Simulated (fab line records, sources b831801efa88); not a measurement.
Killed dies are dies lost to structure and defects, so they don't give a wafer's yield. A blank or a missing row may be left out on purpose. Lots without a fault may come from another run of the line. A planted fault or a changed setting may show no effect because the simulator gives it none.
fab line records | flow sky130 | part 1 of 2: steps 1 to 29 of 41
record lots=5 wafers=15 last_day=49
route steps=708 shown PWDE@50 NWELL@56 VT_ADJUST_HVTP@85
lots that met no fault: from a run of the same line without faults
start_h: hours from the record's first day to the start of the lot's first wafer shown | wait_h: hours since the lot's step before | " the same as in the row above | L1.1+2: a row that stands for several wafers | - no value, or no start given | * or withheld: withheld | < > ~ a bound
route shown NAME@n: a module of which the file shows steps, and the number in the route of the first | usual: mean/standard deviation of fault-free wafers | same: alike in all rows | chamber/n: place in a boat | sites: the reading at each site | _std_site: their standard deviation | _edge_site: outer sites' mean less inner sites' | radius_mm: how far each site lies from the wafer's centre | mask NAME#n: copy n | behind: the tool/chamber that last shaped the wafer | hold: why the lot was held/for how many hours/how that ended | device: the transistor (n, p or np) that didn't switch | end of line: the same wafers' tests at the end of the route | a step without rows: its recipe alone | killed: dies lost to structure and defects at the first sort, not the wafer's yield | map: a wafer's dies, x killed, . not, _ none there
set.NAME: the setting as run; set.NAME@STEP: as run at that earlier step | model.NAME: the simulator's own value behind a step, which no gauge read
lots at some steps of the route; a table a step, a row a wafer
services: from which hour (start_h, from the record's first day; less than 0 if before it) a tool's chamber was out of use, for how many hours, and why
## steps
# step SKY_PWDE_PEB_05
# recipe temp_c=115 time_s=withheld
# columns lot.wafer tool chamber start_h wait_h
L075.1+3+5 litho_track-04 0 - -
L079.2+3+6 litho_track-04 0 - -
L082.1+5+6 litho_track-01 0 - -
L089.3+5+6 litho_track-04 0 - -
L092.2+3+6 litho_track-03 0 - -
# step SKY_PWDE_DEVELOP_06
# recipe wall_angle_deg=90 developer=TMAH develop_time_s=60 dev_temp_c=23
# columns lot.wafer tool chamber start_h wait_h
L075.1+3+5 litho_track-04 0 - -
L079.2+3+6 litho_track-04 0 - -
L082.1+5+6 litho_track-01 0 - -
L089.3+5+6 litho_track-04 0 - -
L092.2+3+6 litho_track-03 0 - -
# step SKY_PWDE_OVL_MEAS_07
# usual PWDE_OVL=0.4/1.5
# columns lot.wafer tool chamber start_h wait_h PWDE_OVL[nm]
L075.1 overlay-01 - 77.96 - -0.3
L075.3 " - " " 0.7
L075.5 " - " " 0.4
L079.2 overlay-02 - 97.82 - 0.9
L079.3 " - " " 1.8
L079.6 " - " " 1.0
L082.1 overlay-01 - 113.26 - 0.7
L082.5 " - " " 1.1
L082.6 " - " " -0.7
L089.3 overlay-01 - 154.12 - 0.0
L089.5 " - " " 1.9
L089.6 " - " " -0.6
L092.2 overlay-02 - 177.40 - 0.7
L092.3 " - " " -1.0
L092.6 " - " " 0.6
# step SKY_PWDE_IMPLANT_08
# recipe species=B energy_kev=150 dose_cm2=3.6e+12 tilt_deg=withheld
# usual beam_energy_keV=150.02/0.043 beam_on_s=10.02/0.21
# columns lot.wafer tool chamber start_h wait_h beam_energy_keV beam_on_s
L075.1 implanter-01 0 78.00 0.0 149.95 9.86
L075.3 " 0 " " 150.02 9.91
L075.5 " 0 " " 150.02 10.16
L079.2 implanter-04 0 97.87 0.0 150.07 10.16
L079.3 " 0 " " 150.01 9.89
L079.6 " 0 " " 150.02 9.97
L082.1 implanter-01 0 113.29 0.0 150.07 10.08
L082.5 " 0 " " 150.03 9.75
L082.6 " 0 " " 150.04 9.69
L089.3 implanter-01 0 154.20 0.1 150.10 10.01
L089.5 " 0 " " 150.10 9.89
L089.6 " 0 " " 149.98 10.11
L092.2 implanter-03 0 177.46 0.0 150.11 10.11
L092.3 " 0 " " 150.02 9.97
L092.6 " 0 " " 150.06 10.12
# step SKY_PWDE_STRIP_09
# recipe chemistry=O2/N2 power_w=1400 pressure_mtorr=1500 platen_temp_c=withheld o2_flow_sccm=3000 n2_flow_sccm=300 overash_fraction=0.5
# usual chamber_pressure_mTorr=1500.0/1.3 drypump_motor_current_A=5.78/0.28 o2_flow_sccm=3000/9.4 oes_product_au=0.722/0.0046 strip_time_to_endpoint_s=36.95/0.12
# columns lot.wafer tool chamber start_h wait_h chamber_pressure_mTorr drypump_motor_current_A o2_flow_sccm oes_product_au rf_hours_counter_h strip_time_to_endpoint_s
L075.1 plasma_asher-03 0 78.15 0.1 1499.8 5.84 3000 0.720 39 36.98
L075.3 " 1 " " 1499.7 5.69 3003 0.718 - 36.96
L075.5 " 1 " " 1500.1 5.71 2996 0.724 - 37.02
L079.2 plasma_asher-04 1 98.00 0.1 1499.0 5.27 3004 0.724 28 36.89
L079.3 " 1 " " 1500.8 5.28 3005 0.727 - 36.93
L079.6 " 1 " " 1501.9 5.26 3005 0.726 - 36.96
L082.1 plasma_asher-02 1 113.44 0.1 1500.8 6.06 3000 0.717 41 36.98
L082.5 " 0 " " 1501.8 5.79 2990 0.724 - 37.07
L082.6 " 1 " " 1499.5 6.08 3002 0.717 - 36.85
L089.3 plasma_asher-04 0 154.33 0.1 1498.6 5.99 3001 0.713 - 36.75
L089.5 " 1 " " 1501.6 5.29 3009 0.715 - 36.94
L089.6 " 0 " " 1500.0 5.99 3002 0.721 - 36.94
L092.2 plasma_asher-02 1 177.58 0.1 1503.4 6.07 3005 0.722 48 37.20
L092.3 " 1 " " 1498.5 6.05 3026 0.719 - 37.16
L092.6 " 1 " " 1499.2 6.10 3010 0.722 - 37.20
# step SKY_PWDE_TW_MEAS_10
# usual PWDE_TW=372/3.1
# columns lot.wafer tool chamber start_h wait_h PWDE_TW
L075.1 film_metro-04 - 78.25 0.1 378
L075.3 " - " " 376
L075.5 " - " " 374
L079.2 film_metro-04 - 98.11 0.1 378
L079.3 " - " " 378
L079.6 " - " " 377
L082.1 film_metro-02 - 113.54 0.1 369
L082.5 " - " " 370
L082.6 " - " " 369
L089.3 film_metro-04 - 154.42 0.1 376
L089.5 " - " " 375
L089.6 " - " " 375
L092.2 film_metro-04 - 177.69 0.1 377
L092.3 " - " " 377
L092.6 " - " " 380
# step SKY_NWELL_DEHYDRATE_03
# recipe temp_c=200 time_s=60
# columns lot.wafer tool chamber start_h wait_h
L075.1+3+5 litho_track-03 0 85.95 7.7
L079.2+3+6 litho_track-03 0 106.47 8.4
L082.1+5+6 litho_track-02 0 122.05 8.5
L089.3+5+6 litho_track-01 0 163.26 8.8
L092.2+3+6 litho_track-01 0 187.28 9.6
# step SKY_NWELL_HMDS_04
# recipe prime_time_s=60 prime_temp_c=120
# columns lot.wafer tool chamber start_h wait_h
L075.1+3+5 litho_track-03 0 86.10 0.1
L079.2+3+6 litho_track-03 0 106.62 0.1
L082.1+5+6 litho_track-02 0 122.20 0.1
L089.3+5+6 litho_track-01 0 163.41 0.1
L092.2+3+6 litho_track-01 0 187.43 0.1
# step SKY_NWELL_COAT_05
# recipe spin_rpm=2000 resist_thk_nm=3000
# columns lot.wafer tool chamber start_h wait_h
L075.1+3+5 litho_track-03 0 86.25 0.1
L079.2+3+6 litho_track-03 0 106.77 0.1
L082.1+5+6 litho_track-02 0 122.35 0.1
L089.3+5+6 litho_track-01 0 163.56 0.1
L092.2+3+6 litho_track-01 0 187.58 0.1
# step SKY_NWELL_SOFTBAKE_06
# recipe temp_c=110 time_s=withheld
# columns lot.wafer tool chamber start_h wait_h
L075.1+3+5 litho_track-03 0 86.40 0.1
L079.2+3+6 litho_track-03 0 106.93 0.1
L082.1+5+6 litho_track-02 0 122.50 0.1
L089.3+5+6 litho_track-01 0 163.72 0.1
L092.2+3+6 litho_track-01 0 187.74 0.1
# step SKY_NWELL_EXPOSE_07
# recipe mask_id=NWM na=0.6 source_shape=conventional sigma_outer=0.6 polarization=unpolarized target_cd_nm=840 dose_mj=255
# usual stage_vel_mm_s=500.03/0.25
# columns lot.wafer tool chamber start_h wait_h mask stage_vel_mm_s
L075.1 iline_stepper-02 0 - - NWM#0 499.94
L075.3 " 0 " " NWM#0 499.88
L075.5 " 0 " " NWM#0 499.67
L079.2 iline_stepper-01 0 - - NWM#0 499.90
L079.3 " 0 " " NWM#0 499.77
L079.6 " 0 " " NWM#0 499.93
L082.1 iline_stepper-02 0 - - NWM#0 500.31
L082.5 " 0 " " NWM#0 500.08
L082.6 " 0 " " NWM#0 500.41
L089.3 iline_stepper-02 0 - - NWM#0 500.26
L089.5 " 0 " " NWM#0 499.67
L089.6 " 0 " " NWM#0 499.91
L092.2 iline_stepper-01 0 - - NWM#0 500.09
L092.3 " 0 " " NWM#0 499.86
L092.6 " 0 " " NWM#0 499.69
# step SKY_NWELL_PEB_08
# recipe temp_c=115 time_s=withheld
# columns lot.wafer tool chamber start_h wait_h
L075.1+3+5 litho_track-02 0 - -
L079.2+3+6 litho_track-01 0 - -
L082.1+5+6 litho_track-02 0 - -
L089.3+5+6 litho_track-01 0 - -
L092.2+3+6 litho_track-02 0 - -
# step SKY_NWELL_DEVELOP_09
# recipe wall_angle_deg=90 developer=TMAH develop_time_s=60 dev_temp_c=23
# columns lot.wafer tool chamber start_h wait_h
L075.1+3+5 litho_track-02 0 - -
L079.2+3+6 litho_track-01 0 - -
L082.1+5+6 litho_track-02 0 - -
L089.3+5+6 litho_track-01 0 - -
L092.2+3+6 litho_track-02 0 - -
# step SKY_NWELL_OVL_MEAS_10
# usual NWELL_00_OVL=0.2/1.3
# columns lot.wafer tool chamber start_h wait_h NWELL_00_OVL[nm]
L075.1 overlay-01 - 96.20 - -1.2
L075.3 " - " " 0.6
L075.5 " - " " -0.6
L079.2 overlay-02 - 115.91 - 0.6
L079.3 " - " " -1.0
L079.6 " - " " 0.6
L082.1 overlay-02 - 132.30 - 0.0
L082.5 " - " " -2.0
L082.6 " - " " 0.0
L089.3 overlay-01 - 174.22 - 0.0
L089.5 " - " " 0.3
L089.6 " - " " 0.7
L092.2 overlay-01 - 199.46 - 0.0
L092.3 " - " " 0.0
L092.6 " - " " 0.1
# step SKY_NWELL_IMPLANT_11
# recipe species=P energy_kev=400 dose_cm2=1.9e+13 tilt_deg=withheld
# usual beam_energy_keV=400.01/0.12 beam_on_s=9.98/0.21
# columns lot.wafer tool chamber start_h wait_h beam_energy_keV beam_on_s
L075.1 implanter-02 0 96.24 0.0 400.07 10.09
L075.3 " 0 " " 400.07 10.08
L075.5 " 0 " " 400.10 10.15
L079.2 implanter-03 0 115.97 0.0 399.93 10.35
L079.3 " 0 " " 399.94 9.92
L079.6 " 0 " " 399.97 10.04
L082.1 implanter-03 0 132.34 0.0 399.85 9.85
L082.5 " 0 " " 399.90 10.05
L082.6 " 0 " " 400.02 10.02
L089.3 implanter-03 0 174.29 0.1 399.97 9.97
L089.5 " 0 " " 399.91 9.98
L089.6 " 0 " " 399.91 9.46
L092.2 implanter-03 0 199.51 0.0 399.83 9.93
L092.3 " 0 " " 399.97 9.71
L092.6 " 0 " " 399.92 10.10
# step SKY_NWELL_IMPLANT_12
# recipe species=P energy_kev=120 dose_cm2=1.3e+12 tilt_deg=withheld
# usual beam_energy_keV=119.99/0.042 beam_on_s=9.99/0.22
# columns lot.wafer tool chamber start_h wait_h beam_energy_keV beam_on_s
L075.1 implanter-02 0 96.39 0.1 119.99 9.95
L075.3 " 0 " " 119.98 10.39
L075.5 " 0 " " 119.97 9.70
L079.2 implanter-03 0 116.12 0.1 120.06 10.23
L079.3 " 0 " " 120.03 9.79
L079.6 " 0 " " 120.11 10.08
L082.1 implanter-03 0 132.49 0.1 119.97 9.89
L082.5 " 0 " " 120.05 9.79
L082.6 " 0 " " 120.02 10.32
L089.3 implanter-03 0 174.44 0.1 120.03 9.69
L089.5 " 0 " " 120.05 9.90
L089.6 " 0 " " 120.01 10.11
L092.2 implanter-03 0 199.66 0.1 119.96 10.01
L092.3 " 0 " " 120.02 10.19
L092.6 " 0 " " 119.97 10.01
# step SKY_NWELL_IMPLANT_13
# recipe species=P energy_kev=50 dose_cm2=7e+11 tilt_deg=withheld
# usual beam_energy_keV=49.999/0.016 beam_on_s=9.99/0.21
# columns lot.wafer tool chamber start_h wait_h beam_energy_keV beam_on_s
L075.1 implanter-02 0 96.54 0.1 49.978 9.89
L075.3 " 0 " " 50.013 9.80
L075.5 " 0 " " 49.995 9.99
L079.2 implanter-03 0 116.27 0.1 49.988 10.29
L079.3 " 0 " " 49.998 9.98
L079.6 " 0 " " 49.968 9.84
L082.1 implanter-03 0 132.64 0.1 49.992 10.12
L082.5 " 0 " " 49.997 10.08
L082.6 " 0 " " 50.030 10.22
L089.3 implanter-03 0 174.59 0.1 50.004 10.15
L089.5 " 0 " " 49.958 10.07
L089.6 " 0 " " 49.997 10.08
L092.2 implanter-03 0 199.81 0.1 50.001 10.28
L092.3 " 0 " " 50.006 9.93
L092.6 " 0 " " 49.998 9.85
# step SKY_NWELL_STRIP_14
# recipe chemistry=O2/N2 power_w=1400 pressure_mtorr=1500 platen_temp_c=withheld o2_flow_sccm=3000 n2_flow_sccm=300 overash_fraction=0.5
# usual chamber_pressure_mTorr=1500.2/1.3 drypump_motor_current_A=5.9/0.47 o2_flow_sccm=3000/8.8 oes_product_au=0.722/0.005 strip_time_to_endpoint_s=36.93/0.11
# columns lot.wafer tool chamber start_h wait_h chamber_pressure_mTorr drypump_motor_current_A o2_flow_sccm oes_product_au rf_hours_counter_h strip_time_to_endpoint_s
L075.1 plasma_asher-01 1 96.69 0.1 1500.1 6.7 3001 0.721 43 36.95
L075.3 " 0 " " 1498.8 6.1 3009 0.726 - 36.99
L075.5 " 0 " " 1499.2 6.1 3020 0.719 - 37.07
L079.2 plasma_asher-01 0 116.39 0.1 1501.1 6.2 2985 0.721 45 36.93
L079.3 " 1 " " 1497.8 6.6 3008 0.714 - 36.81
L079.6 " 0 " " 1500.7 6.2 2992 0.720 - 36.79
L082.1 plasma_asher-04 1 132.79 0.1 1499.8 5.3 3002 0.721 31 37.17
L082.5 " 1 " " 1501.1 5.3 2987 0.723 - 37.11
L082.6 " 0 " " 1501.5 6.0 3004 0.722 - 37.14
L089.3 plasma_asher-01 1 174.73 0.1 1499.0 6.7 3006 0.719 - 36.87
L089.5 " 0 " " 1501.1 6.2 2990 0.717 - 36.89
L089.6 " 1 " " 1502.4 6.7 3008 0.725 - 36.90
L092.2 plasma_asher-04 0 199.94 0.1 1501.9 6.0 3002 0.723 38 36.82
L092.3 " 0 " " 1500.6 6.0 3000 0.723 - 36.87
L092.6 " 0 " " 1500.3 6.0 2990 0.732 - 36.83
# step SKY_NWELL_TW_MEAS_15
# usual NWELL_TW=1806/12
# columns lot.wafer tool chamber start_h wait_h NWELL_TW
L075.1 film_metro-04 - 96.79 0.1 1827
L075.3 " - " " 1838
L075.5 " - " " 1826
L079.2 film_metro-01 - 116.50 0.1 1801
L079.3 " - " " 1811
L079.6 " - " " 1806
L082.1 film_metro-02 - 132.89 0.1 1794
L082.5 " - " " 1795
L082.6 " - " " 1791
L089.3 film_metro-01 - 174.81 0.1 1804
L089.5 " - " " 1807
L089.6 " - " " 1791
L092.2 film_metro-01 - 200.05 0.1 1799
L092.3 " - " " 1806
L092.6 " - " " 1792
# step SKY_NWELL_DEHYDRATE_16
# recipe temp_c=200 time_s=60
# columns lot.wafer tool chamber start_h wait_h
L075.1+3+5 litho_track-03 0 105.00 8.2
L079.2+3+6 litho_track-02 0 125.58 9.1
L082.1+5+6 litho_track-03 0 141.15 8.2
L089.3+5+6 litho_track-03 0 184.40 9.6
L092.2+3+6 litho_track-03 0 210.42 10.4
# step SKY_NWELL_HMDS_17
# recipe prime_time_s=60 prime_temp_c=120
# columns lot.wafer tool chamber start_h wait_h
L075.1+3+5 litho_track-03 0 105.15 0.1
L079.2+3+6 litho_track-02 0 125.73 0.1
L082.1+5+6 litho_track-03 0 141.30 0.1
L089.3+5+6 litho_track-03 0 184.55 0.1
L092.2+3+6 litho_track-03 0 210.57 0.1
# step SKY_NWELL_COAT_18
# recipe spin_rpm=2000 resist_thk_nm=3000
# columns lot.wafer tool chamber start_h wait_h
L075.1+3+5 litho_track-03 0 105.30 0.1
L079.2+3+6 litho_track-02 0 125.88 0.1
L082.1+5+6 litho_track-03 0 141.45 0.1
L089.3+5+6 litho_track-03 0 184.70 0.1
L092.2+3+6 litho_track-03 0 210.72 0.1
# step SKY_NWELL_SOFTBAKE_19
# recipe temp_c=110 time_s=withheld
# columns lot.wafer tool chamber start_h wait_h
L075.1+3+5 litho_track-03 0 105.45 0.1
L079.2+3+6 litho_track-02 0 126.04 0.1
L082.1+5+6 litho_track-03 0 141.60 0.1
L089.3+5+6 litho_track-03 0 184.86 0.1
L092.2+3+6 litho_track-03 0 210.88 0.1
# step SKY_NWELL_EXPOSE_20
# recipe mask_id=NWM_COMPLEMENT na=0.6 source_shape=conventional sigma_outer=0.6 polarization=unpolarized target_cd_nm=840 dose_mj=260
# usual stage_vel_mm_s=499.94/0.25
# columns lot.wafer tool chamber start_h wait_h mask stage_vel_mm_s
L075.1 iline_stepper-01 0 - - NWM_COMPLEMENT#0 499.83
L075.3 " 0 " " NWM_COMPLEMENT#0 499.54
L075.5 " 0 " " NWM_COMPLEMENT#0 499.98
L079.2 iline_stepper-01 0 - - NWM_COMPLEMENT#0 500.27
L079.3 " 0 " " NWM_COMPLEMENT#0 500.14
L079.6 " 0 " " NWM_COMPLEMENT#0 499.79
L082.1 iline_stepper-01 0 - - NWM_COMPLEMENT#0 500.43
L082.5 " 0 " " NWM_COMPLEMENT#0 499.85
L082.6 " 0 " " NWM_COMPLEMENT#0 499.83
L089.3 iline_stepper-01 0 - - NWM_COMPLEMENT#0 500.12
L089.5 " 0 " " NWM_COMPLEMENT#0 499.97
L089.6 " 0 " " NWM_COMPLEMENT#0 499.63
L092.2 iline_stepper-01 0 - - NWM_COMPLEMENT#0 500.32
L092.3 " 0 " " NWM_COMPLEMENT#0 500.21
L092.6 " 0 " " NWM_COMPLEMENT#0 500.09
# step SKY_NWELL_PEB_21
# recipe temp_c=115 time_s=withheld
# columns lot.wafer tool chamber start_h wait_h
L075.1+3+5 litho_track-03 0 - -
L079.2+3+6 litho_track-02 0 - -
L082.1+5+6 litho_track-01 0 - -
L089.3+5+6 litho_track-02 0 - -
L092.2+3+6 litho_track-01 0 - -
# step SKY_NWELL_DEVELOP_22
# recipe wall_angle_deg=90 developer=TMAH develop_time_s=60 dev_temp_c=23
# columns lot.wafer tool chamber start_h wait_h
L075.1+3+5 litho_track-03 0 - -
L079.2+3+6 litho_track-02 0 - -
L082.1+5+6 litho_track-01 0 - -
L089.3+5+6 litho_track-02 0 - -
L092.2+3+6 litho_track-01 0 - -
# step SKY_NWELL_OVL_MEAS_23
# usual NWELL_01_OVL=-0.4/1.4
# columns lot.wafer tool chamber start_h wait_h NWELL_01_OVL[nm]
L075.1 overlay-01 - 115.10 - -1.5
L075.3 " - " " 2.3
L075.5 " - " " 1.9
L079.2 overlay-01 - 136.06 - 0.8
L079.3 " - " " -2.3
L079.6 " - " " 1.6
L082.1 overlay-01 - 151.46 - -1.6
L082.5 " - " " -2.3
L082.6 " - " " -1.5
L089.3 overlay-01 - 195.96 - -2.0
L089.5 " - " " -3.7
L089.6 " - " " -1.9
L092.2 overlay-02 - 222.76 - -0.9
L092.3 " - " " -2.7
L092.6 " - " " -0.6
# step SKY_NWELL_IMPLANT_24
# recipe species=B energy_kev=140 dose_cm2=9.2e+12 tilt_deg=withheld
# usual beam_energy_keV=140.00/0.042 beam_on_s=10.02/0.2
# columns lot.wafer tool chamber start_h wait_h beam_energy_keV beam_on_s
L075.1 implanter-02 0 115.13 0.0 140.04 9.99
L075.3 " 0 " " 140.09 10.27
L075.5 " 0 " " 140.04 9.89
L079.2 implanter-03 0 136.11 0.0 140.02 10.02
L079.3 " 0 " " 140.03 9.87
L079.6 " 0 " " 139.99 10.05
L082.1 implanter-02 0 151.49 0.0 139.90 10.09
L082.5 " 0 " " 140.00 10.00
L082.6 " 0 " " 140.02 10.11
L089.3 implanter-01 0 196.04 0.1 140.08 10.06
L089.5 " 0 " " 140.09 10.34
L089.6 " 0 " " 140.05 10.04
L092.2 implanter-03 0 222.82 0.0 140.01 10.02
L092.3 " 0 " " 140.01 10.36
L092.6 " 0 " " 140.04 10.24
# step SKY_NWELL_STRIP_25
# recipe chemistry=O2/N2 power_w=1400 pressure_mtorr=1500 platen_temp_c=withheld o2_flow_sccm=3000 n2_flow_sccm=300 overash_fraction=0.5
# usual chamber_pressure_mTorr=1500.0/1.3 drypump_motor_current_A=6.0/0.45 o2_flow_sccm=2999/8.4 oes_product_au=0.723/0.0041 strip_time_to_endpoint_s=36.94/0.088
# columns lot.wafer tool chamber start_h wait_h chamber_pressure_mTorr drypump_motor_current_A o2_flow_sccm oes_product_au rf_hours_counter_h strip_time_to_endpoint_s
L075.1 plasma_asher-04 0 115.28 0.1 1499.9 6.0 2993 0.721 30 36.91
L075.3 " 1 " " 1500.4 5.3 3004 0.724 - 36.95
L075.5 " 0 " " 1499.6 6.0 2988 0.721 - 36.91
L079.2 plasma_asher-04 1 136.24 0.1 1498.5 5.3 3012 0.724 32 36.84
L079.3 " 0 " " 1500.0 6.0 3016 0.721 - 36.94
L079.6 " 1 " " 1500.7 5.3 3010 0.718 - 37.00
L082.1 plasma_asher-01 0 151.64 0.1 1500.9 6.1 2992 0.723 49 36.91
L082.5 " 0 " " 1499.9 6.1 3005 0.724 - 36.91
L082.6 " 1 " " 1500.6 6.7 2990 0.728 - 36.92
L089.3 plasma_asher-03 1 196.17 0.1 1499.9 5.7 2977 0.726 - 37.01
L089.5 " 0 " " 1502.4 5.8 2998 0.717 - 36.97
L089.6 " 1 " " 1500.3 5.7 2993 0.727 - 36.96
L092.2 plasma_asher-01 1 222.94 0.1 1501.6 6.7 2997 0.720 56 36.94
L092.3 " 1 " " 1497.9 6.7 3004 0.728 - 36.93
L092.6 " 0 " " 1499.7 6.1 2987 0.720 - 37.03
